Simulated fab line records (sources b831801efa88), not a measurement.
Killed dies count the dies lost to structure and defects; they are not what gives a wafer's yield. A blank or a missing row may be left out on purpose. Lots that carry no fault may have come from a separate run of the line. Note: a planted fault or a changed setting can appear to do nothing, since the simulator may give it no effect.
Code-filled problem report in 8D (eight disciplines) form | flow gf180mcu | the parts of the form that need people (team, actions taken, sign-off) are left out

## 1. PROBLEM STATEMENT
Wafers free of any fault read 850 nm (standard deviation 13) for V4_CVD_02_THK at GF_V4_THK_MEAS_03, against a mean of 666 nm on 6 wafers of 2 lots. Relative to the usual mean, that is a shift of -14 standard deviations.
First observed at day 26 06:20: wafer L587.1, on film metro-03. The record has a number at this step for 36 wafers belonging to 12 lots. The rule behind "out" and "out of limits": a value lying over 4 standard deviations away from the usual mean. All remaining wafers that have a number are taken as sound.

## 2. WHAT IT IS, WHAT IT ISN'T
question                    | is                           | is not
which readings at this step | V4_CVD_02_THK                | -
which lots                  | L587, L588                   | L580, L582, L583, L594, L596, L598, L599, L600, L601, L603
which wafers of those lots  | all that have a number       | -
read on which gauges        | film metro-01, film metro-03 | film metro-02
when                        | from day 26 06:20            | up to then (9 sound wafers); but 21 sound wafers of L594, L596, L598, L599, L600, L601, L603 came after

## 3. SUSPECTS, AND WHAT RULES EACH OUT
Counting: any tool at a process step up to the reading is kept as a suspect provided that every lot that is out went through it and no sound lot did after the first of them.
- the gauge at GF_V4_THK_MEAS_03 has been ruled out. The wafers that are out were read on 2 gauges (film metro-01, film metro-03).
- pecvd-04 at GF_V4_CVD_02 (deposits SiO2 from TEOS, target thk 850 nm, time 94.851 s): ruled out as a lasting fault. After its first lot that is out, L587 (day 26 06:16), sound lots L603 ran on it.
Left after counting: nothing in the record.

## 4. THE CAUSE (what the simulator had put in)
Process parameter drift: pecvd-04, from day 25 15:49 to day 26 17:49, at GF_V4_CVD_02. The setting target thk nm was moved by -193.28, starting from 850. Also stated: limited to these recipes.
Counting ruled it out, wrongly: the rule takes a fault to strike every lot that its tool runs from its start on, and this one did not.

## 5. SEQUENCE OF EFFECTS, ordered by route
Rows list readings where the struck wafers' mean (over those with a number) sits beyond 3 standard deviations from the usual. Scope: only readings with a usual standard deviation given in the record; hours: median across lots of the time from each lot's start at the first step in this table that gives one to its start at this step; sigmas: change in usual standard deviations.
hours | step              | reading            | usual  | on struck wafers | change | sigmas
0     | GF_V4_THK_MEAS_03 | V4_CVD_02_THK      | 850 nm | 666              | -184   | -14
0     | GF_V4_CMP_04      | time to endpoint s | 81 s   | 11               | -70    | -11
Process steps it contains:
- GF_V4_CMP_04: polishes SiO2.

## 6. HOW IT WOULD HAVE BEEN CAUGHT EARLIER
15 hours passed between the start of the fault at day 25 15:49 and the first reading out of limits at a measuring or inspecting step in this record, taken at day 26 06:20.
No tool reading at GF_V4_CVD_02 that has a usual standard deviation in the record was out on any struck wafer, so an alarm limit of 4 standard deviations on those readings would not have fired.
